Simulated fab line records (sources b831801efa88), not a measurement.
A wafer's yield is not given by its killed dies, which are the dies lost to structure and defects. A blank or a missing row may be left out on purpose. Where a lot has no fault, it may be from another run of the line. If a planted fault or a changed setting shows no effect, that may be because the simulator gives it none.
Which of the tools did it? ; flow sky130 ; Sampling: 11 lots, 33 wafers, 3 of 708 route steps

## WHAT THE GAUGES SHOWED, per wafer
SKY_CAP2M_THK_MEAS_04: measures by xrf.
lot;measured;on;CAP2M_TIN_THK (nm)
L987;day 39 23:10;film metro-04;198.2 198.4 199.4
L991;day 40 18:51;film metro-03;200.6 199.9 202.7
L993;day 41 04:58;film metro-03;198.0 200.9 202.6
L994;day 41 09:55;film metro-02;200.1 199.2 200.6
L995;day 41 23:29;film metro-02;204.7 206.1 204.2
L997;day 42 05:58;film metro-03;199.2 198.8 198.2
L998;day 42 16:28;film metro-04;202.1 200.4 201.0
L100;day 43 06:35;film metro-04;198.6 199.8 199.7
L102;day 44 02:08;film metro-03;201.8 201.0 202.1
L104;day 44 22:26;film metro-03;203.9 204.1 201.1
L107;day 45 05:27;film metro-03;198.4 198.0 200.6

## WHAT TOOL EACH LOT RAN ON (gives the tool, then ch and the chambers of the sampled wafers, and finally the start)
lot;SKY_CAPM_METAL_ETCH_13;SKY_VIA3_CMP_24
L987;rie metal-01 ch 0,1, day 37 17:13;cmp-01 ch 0,1,3, day 39 22:28
L991;rie metal-04 ch 0,1, day 38 12:22;cmp-01 ch 0,2,3, day 40 18:05
L993;rie metal-02 ch 0,1, day 39 00:05;cmp-02 ch 0,1, day 41 04:13
L994;rie metal-01 ch 1, day 39 06:04;cmp-01 ch 1,3, day 41 09:12
L995;rie metal-04 ch 0,1, day 39 18:50;cmp-02 ch 1,2,3, day 41 22:47
L997;rie metal-01 ch 0,1, day 40 01:13;cmp-02 ch 0,1,2, day 42 05:15
L998;rie metal-02 ch 0,1, day 40 14:08;cmp-02 ch 0,2, day 42 15:44
L100;rie metal-01 ch 0,1, day 41 02:56;cmp-01 ch 1,2,3, day 43 05:57
L102;rie metal-01 ch 1, day 41 23:20;cmp-02 ch 1,3, day 44 01:25
L104;rie metal-01 ch 0,1, day 42 20:37;cmp-02 ch 1,2,3, day 44 21:40
L107;rie metal-01 ch 0,1, day 43 03:43;cmp-01 ch 1,2, day 45 04:41
- SKY_CAPM_METAL_ETCH_13: etches TiN in Cl2/BCl3, stops on SiO2, target depth 220 nm, time 62.9 s.
- SKY_VIA3_CMP_24: polishes, stops on SiO2, t overpolish 20 s, target thk 0 nm.

## THE ANSWER, worked out from the rows above alone
Rule: the lots themselves supply what counts as usual. The widest of any qualifying gaps counts: lots, ordered by their means at a reading, are off when they make up no more than a third of the lots, leave a main group of 4 or more, and stand apart from it by 3 or more times the standard deviation of that group's means. A main group is skipped when, at the precision printed for the reading in the tables above, its means are all equal. A lot without any number at a reading at which 4 lots or more have one is off too. The other lots that the step has rows for count as sound.
None of the lots is off at any reading shown; this tells nothing.

## WHAT WAS PUT IN BY THE SIMULATOR
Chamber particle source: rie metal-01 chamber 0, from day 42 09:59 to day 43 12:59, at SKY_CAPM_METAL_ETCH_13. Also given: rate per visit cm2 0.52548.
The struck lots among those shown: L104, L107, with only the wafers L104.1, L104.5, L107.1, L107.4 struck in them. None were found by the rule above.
